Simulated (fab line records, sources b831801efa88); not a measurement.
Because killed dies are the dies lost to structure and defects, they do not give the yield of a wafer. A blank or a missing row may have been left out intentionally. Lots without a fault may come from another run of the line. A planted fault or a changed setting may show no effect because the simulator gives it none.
Commonality check across tools    flow sky130    12 lots, 36 wafers sampled

## REASON FOR OPENING
3 of 12 lots carry a flag on the reading SD_N_RS at SKY_SD_N_RS_MEAS_16. Fault-free wafers read 69.24 ohm/sq, with a standard deviation of 0.17.
Rule: flag the lot when none of its wafers has a number, or when each of its wafers that has one lies beyond 4 standard deviations from that mean. The other lots count as sound.

lot   measured      on            SD_N_RS (ohm/sq), wafer by wafer  flag
L306  day 28 00:41  filmMetro-04  69.27 69.15 69.23                 
L310  day 30 08:22  filmMetro-03  69.65 69.59 69.63                 
L312  day 30 16:31  filmMetro-04  68.95 69.21 69.16                 
L315  day 31 01:02  filmMetro-02  75.51 75.51 75.47                 FLAGGED
L316  day 31 11:16  filmMetro-04  75.35 75.32 75.24                 FLAGGED
L318  day 32 00:49  filmMetro-04  75.35 75.24 75.31                 FLAGGED
L319  day 32 04:11  filmMetro-04  69.07 69.04 69.00                 
L321  day 33 02:01  filmMetro-02  68.95 69.25 69.25                 
L323  day 33 19:16  filmMetro-04  69.23 69.18 69.08                 
L326  day 34 11:14  filmMetro-02  69.26 69.21 69.19                 
L327  day 35 02:22  filmMetro-03  69.29 69.32 69.36                 
L328  day 35 02:50  filmMetro-04  68.95 69.03 69.00                 
The mean of the flagged lots' numbers is 75.37 ohm/sq, +6.13 ohm/sq from the usual (+36 standard deviations).

## WHICH TOOL EACH LOT WENT THROUGH
The record holds 1 process step before the reading, out of a route of 708 steps. Read each cell as the tool, then ch plus the chambers that the sampled wafers visited, then the start.
lot   flag     SKY_SD_N_RTA_14
L306           rtpAnneal-02 ch 0, day 28 00:31
L310           rtpAnneal-01 ch 0, day 30 08:11
L312           rtpAnneal-01 ch 0, day 30 16:20
L315  FLAGGED  rtpAnneal-02 ch 0, day 31 00:51
L316  FLAGGED  rtpAnneal-02 ch 0, day 31 11:05
L318  FLAGGED  rtpAnneal-02 ch 0, day 32 00:37
L319           rtpAnneal-01 ch 0, day 32 04:01
L321           rtpAnneal-01 ch 0, day 33 01:49
L323           rtpAnneal-01 ch 0, day 33 19:04
L326           rtpAnneal-02 ch 0, day 34 11:04
L327           rtpAnneal-01 ch 0, day 35 02:10
L328           rtpAnneal-02 ch 0, day 35 02:40
What is done by these steps:
- SKY_SD_N_RTA_14: time 2 s.
- SKY_SD_N_RS_MEAS_16: measures by four-point-probe.

## FLAGGED AGAINST TOTAL, ONE TOOL AT A TIME (gauges that did the reading follow at the end)
step                 tool          lots run  flagged  share of the flagged lots  sound lots run after its first flagged lot
SKY_SD_N_RTA_14      rtpAnneal-01  6         0        none                       -
SKY_SD_N_RTA_14      rtpAnneal-02  6         3        all                        2 (L326,L328)
SKY_SD_N_RS_MEAS_16  filmMetro-02  3         1        some                       2 (L321,L326)
SKY_SD_N_RS_MEAS_16  filmMetro-03  2         0        none                       -
SKY_SD_N_RS_MEAS_16  filmMetro-04  7         2        some                       3 (L319,L323,L328)

## WHAT IS ALLOWED BY THE TABLE
Rows of the table that ran each flagged lot: 1, that is rtpAnneal-02 at SKY_SD_N_RTA_14.
- rtpAnneal-02 at SKY_SD_N_RTA_14: 3 of its 6 lots flagged. After the first flagged lot (L326, L328), sound lots still ran on it; a lasting fault on the whole tool would not permit that. Its own readings (lampPowerPct) fall more than 4 standard deviations out on all wafers of the flagged lots.
Every row of the table either missed a flagged lot or ran a sound lot after the first.

## WHAT THE SIMULATOR PUT IN
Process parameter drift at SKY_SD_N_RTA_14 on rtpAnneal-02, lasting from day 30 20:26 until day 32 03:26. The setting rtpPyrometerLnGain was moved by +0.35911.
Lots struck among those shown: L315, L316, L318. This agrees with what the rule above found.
